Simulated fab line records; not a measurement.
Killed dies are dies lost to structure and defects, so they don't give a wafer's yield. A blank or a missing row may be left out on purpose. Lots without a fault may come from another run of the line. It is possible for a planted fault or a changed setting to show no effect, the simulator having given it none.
Code-filled problem report in 8D (eight disciplines) form || flow gf180mcu || the parts of the form that need people (team, actions taken, sign-off) are left out

== 1. THE ISSUE ==
Across 6 wafers from 2 lots, V1_OVL at GF_V1_OVL_MEAS_15 averages 40 nm, while fault-free wafers read -1 nm with a standard deviation of 4.5. Relative to the usual mean, that is a shift of +9.2 standard deviations.
The first sign was on wafer L320.2 at day 22 23:28, on overlay-01. Wafers with a number at this step in the record: 33, from 11 lots. The rule behind "out" and "out of limits": a value lying over 4 standard deviations away from the usual mean. Any other wafer with a number is counted as sound.

== 2. WHAT IT IS AND WHAT IT IS NOT ==
{"question": "which readings at this step", "is": "V1_OVL", "is not": "-"}
{"question": "which lots", "is": "L320, L321", "is not": "L307, L308, L310, L311, L318, L325, L327, L328, L329"}
{"question": "which wafers of those lots", "is": "all that have a number", "is not": "-"}
{"question": "read on which gauges", "is": "overlay-01", "is not": "overlay-02"}
{"question": "when", "is": "from day 22 23:28", "is not": "up to then (15 sound wafers); but 12 sound wafers of L325, L327, L328, L329 came after"}

== 3. WHAT RULES OUT EACH SUSPECT ==
Counting: a tool stays on the suspect list if, at a process step up to the reading, it processed all lots that are out and no sound lot following the first of them.
- the gauge at GF_V1_OVL_MEAS_15: kept. All the wafers that are out were read on overlay-01, and no step on other tools shows them out.
- plasma-asher-02 at GF_HV_LDD_STRIP_10 (strips in O2/N2): ruled out as a lasting fault. Sound lots L325 ran on it after its first lot that is out, L320 (day 13 22:49).
- krf-scanner-01 at GF_V1_EXPOSE_11 (exposes mask Via1, target cd 260 nm): kept. It processed each lot that is out, first L320 at day 22 12:08, and no sound lot thereafter; up to then, the last sound lot it processed was L318 at day 21 15:48.
Remaining after the count are krf-scanner-01 at GF_V1_EXPOSE_11 and overlay-01 at GF_V1_OVL_MEAS_15.

== 4. THE CAUSE (what the simulator had put in) ==
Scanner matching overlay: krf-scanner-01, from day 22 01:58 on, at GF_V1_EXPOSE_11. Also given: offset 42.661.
Counting leaves 2 suspects; this tool is one of them.

== 5. THE CHAIN OF EFFECTS, in route order ==
Rows list readings where the struck wafers' mean (over those with a number) sits beyond 3 standard deviations from the usual. Only readings for which the record gives a usual standard deviation are gone through. hours: the time from each lot's start at the first step in this table that gives one to its start at this step, as a median over the lots. sigmas: the change in usual standard deviations.
{"hours": 0, "step": "GF_V1_OVL_MEAS_15", "reading": "V1_OVL", "usual": "-1 nm", "on struck wafers": 40, "change": "+42", "sigmas": "+9.2"}

== 6. WHAT WOULD HAVE CAUGHT IT SOONER ==
Counted from the fault's start at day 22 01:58, it took 22 hours until the first out-of-limits reading at a measuring or inspecting step in this record, taken at day 22 23:28.
Lots out: 2; all had begun GF_V1_EXPOSE_11 on krf-scanner-01 by day 22 23:28. Tool hold at that time: it would have spared none of them.
